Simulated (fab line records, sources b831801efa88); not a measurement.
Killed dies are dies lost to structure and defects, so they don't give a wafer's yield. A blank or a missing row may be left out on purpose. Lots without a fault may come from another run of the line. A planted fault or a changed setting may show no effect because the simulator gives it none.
A struck lot beside a sound one | flow sky130 | 17 steps out of a route of 708
Sound: wafers L149.2, L149.5, L149.6. Struck: wafers L155.1, L155.4, L155.5. The cause comes at the end.
At each step with rows: each side's tool, then ch and its chambers, then its first start. Under that, the readings that differ: sound wafers | struck wafers | difference of the means | sigmas: that difference in standard deviations of wafers without a fault.
alike: readings whose means differ by less than 2 such deviations, and words and numbers that are the same on both sides. not compared: withheld readings, readings that some wafer has no value for, bounds like >300 that may hide the same value, and numbers for which the record gives no deviation and whose values overlap.
The two part at a step that has a row with sigmas, a row that says differs or no value, or rows on one side only. Numbers that don't overlap but have no deviation are shown without sigmas and don't part them. A reading that every wafer of one side lacks parts them only if that side has two wafers or more.

SKY_VT_ADJUST_LVTN_OVL_MEAS_07:
  sound on overlay-01, day 9 03:32; struck on overlay-01, day 10 20:11
  alike: VT_ADJUST_LVTN_OVL
then, 1 step without rows for these wafers: SKY_VT_ADJUST_LVTN_IMPLANT_08.
SKY_VT_ADJUST_LVTN_STRIP_09: strips in O2/N2.
  sound on plasma_asher-02 ch 0,1, day 9 03:43; struck on plasma_asher-03 ch 0,1, day 10 20:22
  alike: drypump_motor_current_A, oes_product_au, strip_time_to_endpoint_s
  not compared: rf_hours_counter_h
SKY_VT_ADJUST_LVTN_TW_MEAS_10:
  sound on film_metro-02, day 9 03:50; struck on film_metro-01, day 10 20:28
  alike: VT_ADJUST_LVTN_TW
then, 7 steps without rows for these wafers: SKY_VT_ADJUST_LVTN_DEHYDRATE_11 (time 60 s); SKY_VT_ADJUST_LVTN_HMDS_12 (prime time 60 s); SKY_VT_ADJUST_LVTN_COAT_13 (resist thk 1140 nm); SKY_VT_ADJUST_LVTN_SOFTBAKE_14 (time 60 s); SKY_VT_ADJUST_LVTN_EXPOSE_15 (exposes mask HVN STD DERIVED, target cd 600 nm); SKY_VT_ADJUST_LVTN_PEB_16; SKY_VT_ADJUST_LVTN_DEVELOP_17 (develop time 60 s).
SKY_VT_ADJUST_LVTN_OVL_MEAS_18:
  sound on overlay-02, day 10 02:16; struck on overlay-01, day 11 19:25
  alike: VT_ADJUST_LVTN_01_OVL
SKY_VT_ADJUST_LVTN_IMPLANT_19:
  sound on implanter-04 ch 0, day 10 02:20; struck on implanter-04 ch 0, day 11 19:27
  reading            | sound                         | struck                          | difference | sigmas
  dose_ions_cm2      | 6.502e+11 6.497e+11 6.509e+11 | 1.177e+12 1.1776e+12 1.1779e+12 | +5.272e+11 | +99 or more
  faraday_current_uA | 3.66 3.67 3.63                | 6.43 6.67 6.76                  | +2.97      | +40
SKY_VT_ADJUST_LVTN_STRIP_20: strips in O2/N2.
  sound on plasma_asher-02 ch 0,1, day 10 02:27; struck on plasma_asher-03 ch 0,1, day 11 19:36
  alike: drypump_motor_current_A, oes_product_au, strip_time_to_endpoint_s
  not compared: rf_hours_counter_h
SKY_VT_ADJUST_LVTN_TW_MEAS_21:
  sound on film_metro-01, day 10 02:34; struck on film_metro-02, day 11 19:42
  reading             | sound             | struck            | difference | sigmas
  VT_ADJUST_LVTN_2_TW | 188.9 189.8 188.2 | 220.4 220.1 219.5 | +31.0      | +24
then, 1 step without rows for these wafers: SKY_VT_ADJUST_NCORE_DEHYDRATE_00 (time 60 s).
-- the record jumps here: 38 days lie between the struck wafers' starts before and after (it left off in module VT_ADJUST_NCORE and takes up again in module PAD_OPEN, whose first step shown is number 708 of the route) --
SKY_PAD_OPEN_PROBE_99:
  sound on prober-02, day 48 05:18; struck on prober-02, day 49 08:54
  reading                                    | sound                | struck               | difference | sigmas
  model.etest.res_pwell_under_gate.rs_ohm_sq | 2290 2300 2315       | 2182 2184 2186       | -118       |
  model.etest.nfet_g5v0d10v5.r_on_ohm_um     | 1875 1865 1872       | 1947 1920 1923       | +59        |
  model.etest.tip_n_5v.rs_ohm_sq             | 1383 1374 1377       | 1441 1446 1428       | +60        |
  model.etest.nfet_g5v0d10v5.drive_ua_um     | 602.2 613 610.8      | 579.2 581 588.1      | -25.9      |
  model.etest.nfet_16v.drive_ua_um           | 222.1 224.8 223.5    | 209.4 210.2 213.8    | -12.3      |
  model.etest.pfet_16v.drive_ua_um           | 243.6 242.9 237.2    | 252.7 249.5 249.1    | +9.2       |
  model.etest.nfet_g5v0d10v5.body_rise_v (V) | 0.669 0.6675 0.6672  | 0.7472 0.7466 0.7372 | +0.0758    |
  model.etest.nfet_16v.body_rise_v (V)       | 0.6627 0.6617 0.6604 | 0.7426 0.742 0.7323  | +0.0774    |
  alike: killed_at_M0_to_M3, killed_at_M4_up, killed_at_contacts, killed_at_front_end, killed_at_other, killed_dies, killed_on_rim, killed_open, killed_short

WHERE THEY PART
First at SKY_VT_ADJUST_LVTN_IMPLANT_19; last, within this record, at SKY_VT_ADJUST_LVTN_TW_MEAS_21. Later steps at which nothing parts them and some readings are alike: SKY_PAD_OPEN_PROBE_99.

WHY: what the simulator had put in
Process parameter drift: implanter-04, from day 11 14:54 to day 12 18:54, at SKY_VT_ADJUST_LVTN_IMPLANT_19. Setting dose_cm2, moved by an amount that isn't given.
